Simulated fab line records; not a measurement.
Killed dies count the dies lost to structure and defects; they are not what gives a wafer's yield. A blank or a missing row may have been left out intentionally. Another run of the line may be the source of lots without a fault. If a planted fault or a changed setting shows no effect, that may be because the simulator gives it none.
fab line records + flow gf180mcu
record
- lots=13
- wafers=39
- last_day=34
route steps=602 shown M1@331 M2@364 V2@398
lots that met no fault: taken from a fault-free run of the same line
start_h: hours from the record's opening day to when the first of the lot's shown wafers began + wait_h: time in hours since the lot's previous step + " same as the row above + L1.1+2: a row that stands for several wafers + - no value, or no start was given + * or withheld: withheld + < > ~ a bound
route shown NAME@n: NAME is a module with steps in the file, n the number in the route of the first one + usual: average and standard deviation across the fault-free wafers + same: alike in all rows + chamber/n: place in a boat + sites: readings site by site + _std_site: the values' standard deviation + _edge_site: outer sites' mean less inner sites' + radius_mm: how far each site lies from the wafer's centre + mask NAME#n: copy n + behind: the last tool/chamber to shape the wafer + hold: reason for holding the lot/hours on hold/outcome of the hold + device: names the non-switching transistor (n, p or np) + end of line: tests of these same wafers at the route's end + for a step that has no rows: nothing shown but its recipe + killed: dies lost to structure and defects at the first sort, not the wafer's yield + map: per-die view of a wafer (x killed, . not killed, _ where there is no die)
set.NAME: the setting as run; set.NAME@STEP: as run at that earlier step + model.NAME: the simulator's own value behind a step, which no gauge read
a sample of lots followed through the steps of the route, with each step as a table and each wafer as a row
services: the hour from which a tool's chamber was out of use, counted from the record's first day as start_h (under 0 if before that day), plus the number of hours and why
## steps
# step GF_M1_METAL_ETCH_16
# recipe
- chemistry=Cl2/BCl3
- mask_material=KrF
- target_depth_nm=627.5
- stop_on=SiO2
- pressure_mtorr=8
- icp_w=800
- bias_w=140
- Cl2_flow_sccm=80
- bcl3_flow_sccm=40
- time_s=104.6
# usual
- drypump_motor_current_A=6.0/0.52
- oes_product_au=0.973/0.0064
- throttle_valve_pct=28.248/0.01
# same
- time_s=104.6
| lot.wafer | tool         | chamber | start_h | wait_h | drypump_motor_current_A | oes_product_au | rf_hours_counter_h | throttle_valve_pct |
|-----------|--------------|---------|---------|--------|-------------------------|----------------|--------------------|--------------------|
| L564.2    | rie_metal-04 | 1       | 400.25  | 0.0    | 5.5                     | 0.972          | 11                 | 28.241             |
| L564.3    | "            | 1       | "       | "      | 5.5                     | 0.973          | -                  | 28.234             |
| L564.4    | "            | 0       | "       | "      | 6.4                     | 0.973          | -                  | 28.250             |
| L565.1    | rie_metal-04 | 0       | 409.90  | 0.0    | 6.4                     | 0.971          | 11                 | 28.251             |
| L565.4    | "            | 1       | "       | "      | 5.5                     | 0.959          | -                  | 28.268             |
| L565.6    | "            | 0       | "       | "      | 6.4                     | 0.960          | -                  | 28.243             |
| L566.2    | rie_metal-03 | 1       | 414.20  | 0.0    | 5.1                     | 0.979          | 2                  | 28.242             |
| L566.4    | "            | 1       | "       | "      | 5.1                     | 0.981          | -                  | 28.249             |
| L566.5    | "            | 1       | "       | "      | 5.1                     | 0.980          | -                  | 28.240             |
| L569.1    | rie_metal-03 | 0       | 437.90  | 0.0    | 6.7                     | 0.959          | 8                  | 28.253             |
| L569.4    | "            | 1       | "       | "      | 5.2                     | 0.970          | -                  | 28.267             |
| L569.5    | "            | 1       | "       | "      | 5.1                     | 0.968          | -                  | 28.255             |
| L570.1    | rie_metal-03 | 1       | 450.85  | 0.0    | 5.1                     | 0.977          | 3                  | 28.239             |
| L570.4    | "            | 1       | "       | "      | 5.1                     | 0.980          | -                  | 28.245             |
| L570.6    | "            | 1       | "       | "      | 5.1                     | 0.980          | -                  | 28.265             |
| L571.4    | rie_metal-04 | 0       | 462.36  | 0.1    | 6.4                     | 0.982          | -                  | 28.263             |
| L571.5    | "            | 0       | "       | "      | 6.4                     | 0.968          | -                  | 28.236             |
| L571.6    | "            | 0       | "       | "      | 6.4                     | 0.975          | -                  | 28.253             |
| L572.1    | rie_metal-04 | 0       | 467.20  | 0.0    | 6.4                     | 0.977          | 0                  | 28.237             |
| L572.2    | "            | 0       | "       | "      | 6.4                     | 0.979          | -                  | 28.224             |
| L572.6    | "            | 0       | "       | "      | 6.4                     | 0.985          | -                  | 28.231             |
| L576.2    | rie_metal-03 | 1       | 500.25  | 0.0    | 5.1                     | 0.968          | 5                  | 28.245             |
| L576.4    | "            | 0       | "       | "      | 6.7                     | 0.970          | -                  | 28.253             |
| L576.6    | "            | 0       | "       | "      | 6.7                     | 0.971          | -                  | 28.242             |
| L577.1    | rie_metal-04 | 1       | 509.24  | 0.0    | 5.5                     | 0.851          | 1                  | 28.385             |
| L577.2    | "            | 0       | "       | "      | 6.4                     | 0.977          | 1                  | 28.243             |
| L577.6    | "            | 0       | "       | "      | 6.4                     | 0.973          | -                  | 28.259             |
| L578.2    | rie_metal-03 | 1       | 518.34  | 0.0    | 5.1                     | 0.966          | 5                  | 28.258             |
| L578.5    | "            | 1       | "       | "      | 5.1                     | 0.964          | -                  | 28.269             |
| L578.6    | "            | 0       | "       | "      | 6.6                     | 0.971          | -                  | 28.241             |
| L584.2    | rie_metal-04 | 1       | 566.29  | 0.0    | 5.5                     | 0.969          | 2                  | 28.255             |
| L584.4    | "            | 0       | "       | "      | 6.4                     | 0.966          | -                  | 28.251             |
| L584.6    | "            | 1       | "       | "      | 5.5                     | 0.971          | -                  | 28.239             |
| L585.1    | rie_metal-02 | 1       | 571.15  | 0.0    | 5.9                     | 0.973          | 10                 | 28.251             |
| L585.2    | "            | 0       | "       | "      | 6.0                     | 0.974          | 2                  | 28.256             |
| L585.5    | "            | 1       | "       | "      | 5.9                     | 0.979          | -                  | 28.245             |
| L586.1    | rie_metal-04 | 0       | 579.04  | 0.0    | 6.4                     | 0.968          | 3                  | 28.228             |
| L586.3    | "            | 0       | "       | "      | 6.4                     | 0.970          | -                  | 28.254             |
| L586.6    | "            | 0       | "       | "      | 6.4                     | 0.985          | -                  | 28.242             |
# step GF_M1_STRIP_17
# recipe
- chemistry=O2/N2
- power_w=1400
- pressure_mtorr=1500
- platen_temp_c=250
- o2_flow_sccm=3000
- n2_flow_sccm=300
- overash_fraction=0.5
# usual
- drypump_motor_current_A=5.7/0.57
- heater_power_w=354/18
- oes_product_au=0.557/0.005
- platen_temp_c=249.98/0.15
- strip_time_to_endpoint_s=7.85/0.038
| lot.wafer | tool            | chamber | start_h | wait_h | drypump_motor_current_A | heater_power_w | oes_product_au | platen_temp_c | rf_hours_counter_h | strip_time_to_endpoint_s |
|-----------|-----------------|---------|---------|--------|-------------------------|----------------|----------------|---------------|--------------------|--------------------------|
| L564.2    | plasma_asher-02 | 1       | 400.36  | 0.1    | 5.7                     | 337            | 0.551          | 249.92        | 33                 | 7.84                     |
| L564.3    | "               | 0       | "       | "      | 6.6                     | 375            | 0.562          | 249.78        | -                  | 7.85                     |
| L564.4    | "               | 1       | "       | "      | 5.7                     | 324            | 0.555          | 250.09        | -                  | 7.82                     |
| L565.1    | plasma_asher-02 | 1       | 410.01  | 0.1    | 5.7                     | 336            | 0.567          | 249.87        | 34                 | 7.86                     |
| L565.4    | "               | 1       | "       | "      | 5.7                     | 335            | 0.562          | 250.18        | -                  | 7.86                     |
| L565.6    | "               | 0       | "       | "      | 6.6                     | 369            | 0.545          | 250.11        | -                  | 7.81                     |
| L566.2    | plasma_asher-03 | 0       | 414.31  | 0.1    | 5.4                     | 353            | 0.559          | 249.81        | 75                 | 7.86                     |
| L566.4    | "               | 1       | "       | "      | 6.1                     | 371            | 0.562          | 250.07        | -                  | 7.86                     |
| L566.5    | "               | 0       | "       | "      | 5.4                     | 336            | 0.554          | 249.86        | -                  | 7.85                     |
| L569.1    | plasma_asher-04 | 1       | 438.01  | 0.1    | 5.1                     | 372            | 0.563          | 249.54        | 64                 | 7.91                     |
| L569.4    | "               | 0       | "       | "      | 4.9                     | 337            | 0.558          | 250.04        | -                  | 7.94                     |
| L569.5    | "               | 1       | "       | "      | 5.1                     | 383            | 0.564          | 249.92        | -                  | 7.89                     |
| L570.1    | plasma_asher-02 | 1       | 450.96  | 0.1    | 5.7                     | 330            | 0.564          | 249.88        | 39                 | 7.87                     |
| L570.4    | "               | 1       | "       | "      | 5.7                     | 335            | 0.555          | 250.12        | -                  | 7.84                     |
| L570.6    | "               | 1       | "       | "      | 5.7                     | 337            | 0.560          | 250.07        | -                  | 7.87                     |
| L571.4    | plasma_asher-02 | 1       | 462.50  | 0.1    | 5.7                     | 337            | 0.560          | 249.95        | -                  | 7.86                     |
| L571.5    | "               | 0       | "       | "      | 6.6                     | 366            | 0.560          | 249.93        | -                  | 7.85                     |
| L571.6    | "               | 1       | "       | "      | 5.7                     | 334            | 0.560          | 249.88        | -                  | 7.84                     |
| L572.1    | plasma_asher-02 | 1       | 467.43  | 0.2    | 5.7                     | 329            | 0.565          | 249.93        | 41                 | 7.83                     |
| L572.2    | "               | 0       | "       | "      | 6.6                     | 367            | 0.566          | 250.02        | 41                 | 7.89                     |
| L572.6    | "               | 0       | "       | "      | 6.6                     | 365            | 0.557          | 250.12        | -                  | 7.87                     |
| L576.2    | plasma_asher-04 | 1       | 500.36  | 0.1    | 5.0                     | 374            | 0.553          | 250.01        | 71                 | 7.80                     |
| L576.4    | "               | 0       | "       | "      | 4.9                     | 335            | 0.557          | 249.79        | -                  | 7.80                     |
| L576.6    | "               | 0       | "       | "      | 4.9                     | 348            | 0.553          | 249.77        | -                  | 7.80                     |
| L577.1    | plasma_asher-03 | 1       | 509.36  | 0.1    | 6.1                     | 375            | 0.583          | 250.10        | 84                 | 8.47                     |
| L577.2    | "               | 0       | "       | "      | 5.5                     | 344            | 0.551          | 250.02        | 84                 | 7.89                     |
| L577.6    | "               | 1       | "       | "      | 6.1                     | 378            | 0.561          | 249.96        | -                  | 7.86                     |
| L578.2    | plasma_asher-03 | 1       | 518.46  | 0.1    | 6.1                     | 363            | 0.558          | 250.04        | 85                 | 7.86                     |
| L578.5    | "               | 0       | "       | "      | 5.4                     | 336            | 0.561          | 250.04        | -                  | 7.90                     |
| L578.6    | "               | 1       | "       | "      | 6.1                     | 364            | 0.566          | 250.06        | -                  | 7.86                     |
| L584.2    | plasma_asher-04 | 1       | 566.41  | 0.1    | 5.1                     | 380            | 0.554          | 250.13        | 78                 | 7.79                     |
| L584.4    | "               | 1       | "       | "      | 5.1                     | 385            | 0.552          | 250.16        | -                  | 7.80                     |
| L584.6    | "               | 1       | "       | "      | 5.0                     | 370            | 0.558          | 250.11        | -                  | 7.79                     |
| L585.1    | plasma_asher-03 | 1       | 571.26  | 0.1    | 6.1                     | 366            | 0.547          | 250.04        | 91                 | 7.80                     |
| L585.2    | "               | 0       | "       | "      | 5.5                     | 339            | 0.554          | 249.74        | 91                 | 7.81                     |
| L585.5    | "               | 0       | "       | "      | 5.5                     | 343            | 0.553          | 249.97        | -                  | 7.80                     |
| L586.1    | plasma_asher-03 | 0       | 579.16  | 0.1    | 5.5                     | 345            | 0.550          | 249.95        | 92                 | 7.81                     |
| L586.3    | "               | 0       | "       | "      | 5.4                     | 339            | 0.562          | 250.13        | -                  | 7.80                     |
| L586.6    | "               | 0       | "       | "      | 5.4                     | 343            | 0.561          | 250.04        | -                  | 7.84                     |
# step GF_M2_SPUTTER_02
# recipe
- material=AlCu
- target_thk_nm=450
- power_w=10600
- time_s=23.9
- chamber_pressure_pa=0.4
# usual
- throttle_valve_pct=30.2/1
# same
- time_s=23.9
| lot.wafer | tool           | chamber | start_h | wait_h | throttle_valve_pct |
|-----------|----------------|---------|---------|--------|--------------------|
| L564.2    | pvd_sputter-02 | -       | 426.86  | 0.0    | 29.7               |
| L564.3    | "              | -       | "       | "      | 30.9               |
| L564.4    | "              | -       | "       | "      | 30.8               |
| L565.1    | pvd_sputter-03 | -       | 436.57  | 0.0    | 28.7               |
| L565.4    | "              | -       | "       | "      | 30.7               |
| L565.6    | "              | -       | "       | "      | 30.3               |
| L566.2    | pvd_sputter-03 | -       | 440.93  | 0.0    | 28.8               |
| L566.4    | "              | -       | "       | "      | 30.9               |
| L566.5    | "              | -       | "       | "      | 30.5               |
| L569.1    | pvd_sputter-04 | -       | 465.03  | 0.0    | 31.1               |
| L569.4    | "              | -       | "       | "      | 27.7               |
| L569.5    | "              | -       | "       | "      | 31.1               |
| L570.1    | pvd_sputter-02 | -       | 477.63  | 0.0    | 30.4               |
| L570.4    | "              | -       | "       | "      | 31.1               |
| L570.6    | "              | -       | "       | "      | 29.8               |
| L571.4    | pvd_sputter-04 | -       | 489.04  | 0.0    | 27.8               |
| L571.5    | "              | -       | "       | "      | 27.6               |
| L571.6    | "              | -       | "       | "      | 30.5               |
| L572.1    | pvd_sputter-04 | -       | 494.72  | 0.0    | 30.5               |
| L572.2    | "              | -       | "       | "      | 30.9               |
| L572.6    | "              | -       | "       | "      | 27.6               |
| L576.2    | pvd_sputter-02 | -       | 526.09  | 0.0    | 30.5               |
| L576.4    | "              | -       | "       | "      | 29.7               |
| L576.6    | "              | -       | "       | "      | 31.0               |
| L577.1    | pvd_sputter-03 | -       | 534.90  | 0.0    | 30.3               |
| L577.2    | "              | -       | "       | "      | 30.1               |
| L577.6    | "              | -       | "       | "      | 30.7               |
| L578.2    | pvd_sputter-02 | -       | 544.84  | 0.0    | 30.7               |
| L578.5    | "              | -       | "       | "      | 29.9               |
| L578.6    | "              | -       | "       | "      | 30.7               |
| L584.2    | pvd_sputter-02 | -       | 590.78  | 0.0    | 30.7               |
| L584.4    | "              | -       | "       | "      | 30.8               |
| L584.6    | "              | -       | "       | "      | 30.6               |
| L585.1    | pvd_sputter-04 | -       | 595.17  | 0.0    | 30.6               |
| L585.2    | "              | -       | "       | "      | 30.4               |
| L585.5    | "              | -       | "       | "      | 30.7               |
| L586.1    | pvd_sputter-03 | -       | 603.96  | 0.0    | 29.1               |
| L586.3    | "              | -       | "       | "      | 30.3               |
| L586.6    | "              | -       | "       | "      | 28.8               |
# step GF_V2_ETCH_16
# recipe
- chemistry=N2/H2
- target_depth_a=withheld
- overetch_a=withheld
- time_s=withheld
- target=BARC
- ion_energy_ev=200
- source_w=500
- bias_w=100
- pressure_mtorr=30
- n2_flow_sccm=100
- h2_flow_sccm=200
# usual
- drypump_motor_current_A=5.4/0.38
- oes_product_au=0.854/0.0049
- throttle_valve_pct=13.224/0.0098
| lot.wafer | tool        | chamber | start_h | wait_h | drypump_motor_current_A | oes_product_au | throttle_valve_pct |
|-----------|-------------|---------|---------|--------|-------------------------|----------------|--------------------|
| L564.2    | rie_diel-02 | 1       | 477.15  | 0.0    | 5.8                     | 0.861          | 13.215             |
| L564.3    | "           | 0       | "       | "      | 5.3                     | 0.856          | 13.229             |
| L564.4    | "           | 3       | "       | "      | 5.1                     | 0.854          | 13.215             |
| L565.1    | rie_diel-04 | 3       | 485.73  | 0.0    | 5.8                     | 0.842          | 13.222             |
| L565.4    | "           | 1       | "       | "      | 5.6                     | 0.852          | 13.227             |
| L565.6    | "           | 2       | "       | "      | 5.2                     | 0.853          | 13.218             |
| L566.2    | rie_diel-03 | 2       | 490.95  | 0.0    | 4.8                     | 0.861          | 13.234             |
| L566.4    | "           | 2       | "       | "      | 4.8                     | 0.853          | 13.231             |
| L566.5    | "           | 0       | "       | "      | 5.6                     | 0.858          | 13.222             |
| L569.1    | rie_diel-03 | 1       | 512.29  | 0.0    | 5.0                     | 0.861          | 13.237             |
| L569.4    | "           | 3       | "       | "      | 5.4                     | 0.853          | 13.235             |
| L569.5    | "           | 2       | "       | "      | 4.8                     | 0.856          | 13.245             |
| L570.1    | rie_diel-03 | 3       | 525.75  | 0.0    | 5.4                     | 0.854          | 13.220             |
| L570.4    | "           | 3       | "       | "      | 5.4                     | 0.849          | 13.242             |
| L570.6    | "           | 2       | "       | "      | 4.8                     | 0.861          | 13.227             |
| L571.4    | rie_diel-02 | 3       | 535.95  | 0.0    | 5.1                     | 0.856          | 13.215             |
| L571.5    | "           | 1       | "       | "      | 5.8                     | 0.852          | 13.215             |
| L571.6    | "           | 2       | "       | "      | 6.0                     | 0.856          | 13.209             |
| L572.1    | rie_diel-02 | 1       | 542.28  | 0.0    | 5.8                     | 0.863          | 13.228             |
| L572.2    | "           | 2       | "       | "      | 6.0                     | 0.857          | 13.214             |
| L572.6    | "           | 2       | "       | "      | 6.0                     | 0.853          | 13.229             |
| L576.2    | rie_diel-02 | 0       | 572.43  | 0.0    | 5.3                     | 0.856          | 13.220             |
| L576.4    | "           | 1       | "       | "      | 5.8                     | 0.849          | 13.243             |
| L576.6    | "           | 3       | "       | "      | 5.1                     | 0.852          | 13.224             |
| L577.1    | rie_diel-04 | 3       | 580.89  | 0.0    | 5.8                     | 0.849          | 13.229             |
| L577.2    | "           | 2       | "       | "      | 5.2                     | 0.856          | 13.212             |
| L577.6    | "           | 3       | "       | "      | 5.8                     | 0.866          | 13.221             |
| L578.2    | rie_diel-04 | 1       | 590.49  | 0.0    | 5.6                     | 0.850          | 13.221             |
| L578.5    | "           | 2       | "       | "      | 5.1                     | 0.850          | 13.230             |
| L578.6    | "           | 1       | "       | "      | 5.6                     | 0.858          | 13.224             |
| L584.2    | rie_diel-04 | 0       | 634.65  | 0.0    | 4.9                     | 0.857          | 13.237             |
| L584.4    | "           | 2       | "       | "      | 5.2                     | 0.855          | 13.232             |
| L584.6    | "           | 1       | "       | "      | 5.6                     | 0.857          | 13.219             |
| L585.1    | rie_diel-03 | 1       | 636.79  | 0.0    | 5.0                     | 0.853          | 13.216             |
| L585.2    | "           | 0       | "       | "      | 5.5                     | 0.852          | 13.222             |
| L585.5    | "           | 2       | "       | "      | 4.8                     | 0.848          | 13.213             |
| L586.1    | rie_diel-02 | 0       | 646.13  | 0.0    | 5.3                     | 0.850          | 13.218             |
| L586.3    | "           | 2       | "       | "      | 6.0                     | 0.862          | 13.216             |
| L586.6    | "           | 1       | "       | "      | 5.8                     | 0.850          | 13.219             |
# step GF_V2_STRIP_18
# recipe
- chemistry=O2/N2
- power_w=1400
- pressure_mtorr=1500
- platen_temp_c=250
- o2_flow_sccm=3000
- n2_flow_sccm=300
- overash_fraction=0.5
# usual
- drypump_motor_current_A=5.3/0.46
- heater_power_w=354/36
- oes_product_au=0.593/0.0048
- platen_temp_c=250.01/0.19
| lot.wafer | tool            | chamber | start_h | wait_h | drypump_motor_current_A | heater_power_w | oes_product_au | platen_temp_c | rf_hours_counter_h |
|-----------|-----------------|---------|---------|--------|-------------------------|----------------|----------------|---------------|--------------------|
| L564.2    | plasma_asher-01 | 1       | 477.28  | -      | 5.4                     | 409            | 0.594          | 250.00        | 5                  |
| L564.3    | "               | 0       | "       | "      | 5.1                     | 298            | 0.596          | 249.99        | -                  |
| L564.4    | "               | 1       | "       | "      | 5.4                     | 397            | 0.586          | 250.15        | -                  |
| L565.1    | plasma_asher-01 | 1       | 485.86  | -      | 5.4                     | 403            | 0.590          | 250.14        | 5                  |
| L565.4    | "               | 1       | "       | "      | 5.4                     | 401            | 0.592          | 250.01        | -                  |
| L565.6    | "               | 1       | "       | "      | 5.4                     | 405            | 0.600          | 249.96        | -                  |
| L566.2    | plasma_asher-04 | 1       | 491.15  | -      | 5.1                     | 375            | 0.592          | 250.04        | 70                 |
| L566.4    | "               | 0       | "       | "      | 4.9                     | 335            | 0.601          | 249.71        | -                  |
| L566.5    | "               | 0       | "       | "      | 4.9                     | 343            | 0.583          | 249.92        | -                  |
| L569.1    | plasma_asher-04 | 0       | 512.42  | -      | 4.9                     | 338            | 0.600          | 249.92        | 72                 |
| L569.4    | "               | 0       | "       | "      | 4.9                     | 323            | 0.591          | 250.12        | -                  |
| L569.5    | "               | 1       | "       | "      | 5.1                     | 383            | 0.588          | 250.27        | -                  |
| L570.1    | plasma_asher-01 | 0       | 525.88  | -      | 5.1                     | 307            | 0.597          | 250.26        | 9                  |
| L570.4    | "               | 0       | "       | "      | 5.1                     | 302            | 0.589          | 249.81        | -                  |
| L570.6    | "               | 0       | "       | "      | 5.1                     | 303            | 0.593          | 249.80        | -                  |
| L571.4    | plasma_asher-04 | 1       | 536.10  | -      | 5.1                     | 371            | 0.596          | 250.07        | -                  |
| L571.5    | "               | 1       | "       | "      | 5.1                     | 369            | 0.585          | 249.95        | -                  |
| L571.6    | "               | 0       | "       | "      | 4.9                     | 342            | 0.606          | 249.94        | -                  |
| L572.1    | plasma_asher-04 | 1       | 542.41  | -      | 5.1                     | 386            | 0.589          | 249.70        | 75                 |
| L572.2    | "               | 0       | "       | "      | 4.9                     | 340            | 0.588          | 249.84        | 75                 |
| L572.6    | "               | 1       | "       | "      | 5.1                     | 377            | 0.590          | 249.90        | -                  |
| L576.2    | plasma_asher-02 | 0       | 572.56  | -      | 6.6                     | 359            | 0.589          | 250.00        | 52                 |
| L576.4    | "               | 0       | "       | "      | 6.6                     | 358            | 0.598          | 249.91        | -                  |
| L576.6    | "               | 1       | "       | "      | 5.7                     | 335            | 0.591          | 249.93        | -                  |
| L577.1    | plasma_asher-02 | 1       | 581.02  | -      | 5.7                     | 336            | 0.604          | 249.94        | 53                 |
| L577.2    | "               | 0       | "       | "      | 6.6                     | 373            | 0.597          | 250.31        | 53                 |
| L577.6    | "               | 0       | "       | "      | 6.6                     | 377            | 0.593          | 250.37        | -                  |
| L578.2    | plasma_asher-04 | 0       | 590.62  | -      | 4.9                     | 327            | 0.590          | 250.06        | 80                 |
| L578.5    | "               | 1       | "       | "      | 5.1                     | 373            | 0.603          | 250.14        | -                  |
| L578.6    | "               | 0       | "       | "      | 4.9                     | 331            | 0.595          | 250.00        | -                  |
| L584.2    | plasma_asher-01 | 1       | 634.78  | -      | 5.4                     | 405            | 0.587          | 250.14        | 21                 |
| L584.4    | "               | 0       | "       | "      | 5.1                     | 299            | 0.593          | 250.03        | -                  |
| L584.6    | "               | 1       | "       | "      | 5.4                     | 408            | 0.597          | 249.97        | -                  |
| L585.1    | plasma_asher-01 | 1       | 636.92  | -      | 5.4                     | 409            | 0.583          | 249.91        | 22                 |
| L585.2    | "               | 0       | "       | "      | 5.1                     | 307            | 0.590          | 250.58        | 22                 |
| L585.5    | "               | 0       | "       | "      | 5.1                     | 301            | 0.591          | 250.22        | -                  |
| L586.1    | plasma_asher-01 | 1       | 646.26  | -      | 5.4                     | 410            | 0.597          | 250.06        | 23                 |
| L586.3    | "               | 1       | "       | "      | 5.4                     | 416            | 0.592          | 250.15        | -                  |
| L586.6    | "               | 0       | "       | "      | 5.1                     | 302            | 0.597          | 250.19        | -                  |
## services
| tool            | chamber | start_h | hours | kind   |
|-----------------|---------|---------|-------|--------|
| rie_metal-03    | 1       | 387.78  | 6.7   | repair |
| rie_diel-04     | -       | 391.67  | 0.2   | repair |
| pvd_sputter-02  | -       | 398.17  | 1.7   | repair |
| rie_diel-03     | 0       | 406.14  | 1.2   | repair |
| rie_diel-04     | 3       | 411.73  | 16.6  | repair |
| plasma_asher-01 | -       | 421.25  | 9.0   | pm     |
| rie_metal-04    | -       | 424.41  | 15.6  | pm     |
| rie_diel-04     | 0       | 432.28  | 6.3   | repair |
| rie_diel-03     | 3       | 451.98  | 39.4  | repair |
| rie_metal-04    | -       | 455.36  | 0.1   | repair |
| rie_diel-03     | 1       | 455.55  | 14.7  | repair |
| rie_metal-04    | -       | 463.84  | 1.4   | pm     |
| pvd_sputter-02  | -       | 518.16  | 1.0   | repair |
| rie_diel-02     | 0       | 533.30  | 13.1  | repair |
| plasma_asher-04 | -       | 536.63  | 1.4   | repair |
| plasma_asher-04 | -       | 543.75  | 2.8   | pm     |
| plasma_asher-01 | -       | 563.21  | 0.4   | repair |
| rie_metal-04    | -       | 597.14  | 1.0   | repair |
| plasma_asher-04 | -       | 604.55  | 0.5   | repair |
| rie_diel-02     | 1       | 609.68  | 19.9  | repair |
| pvd_sputter-02  | -       | 615.35  | 30.1  | repair |
| plasma_asher-02 | -       | 617.51  | 28.1  | pm     |
| plasma_asher-03 | -       | 617.92  | 4.5   | repair |
| rie_diel-02     | -       | 643.35  | 0.3   | repair |
## key
first_sign
- step=GF_M1_METAL_ETCH_16
- reading=oes_product_au
- direction=down
- sigmas=19
- usual=0.973
- struck=0.851
effect
- step=GF_M1_METAL_ETCH_16
- reading=throttle_valve_pct
- direction=up
- sigmas=14
- usual=28.248
- struck=28.385
effect
- step=GF_M1_STRIP_17
- reading=strip_time_to_endpoint_s
- direction=up
- sigmas=16
- usual=*
- struck=*
met_at GF_M1_METAL_ETCH_16
struck_lots L577
struck_wafers L577.1
sort_left_out L577.1
not_acting_at GF_M2_SPUTTER_02,GF_V2_ETCH_16,GF_V2_STRIP_18
onset_between 409.90 509.24
fault
- kind=process_parameter_drift
- tool=rie_metal-04
- chamber=1
- onset_h=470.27
- steps=GF_M1_METAL_ETCH_16
- channel=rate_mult
- offset=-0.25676
- shape=step
- end_h=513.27
# sort_left_out: the simulated sort isn't trusted on such a fault, so these wafers' sort isn't shown, and their yield isn't known
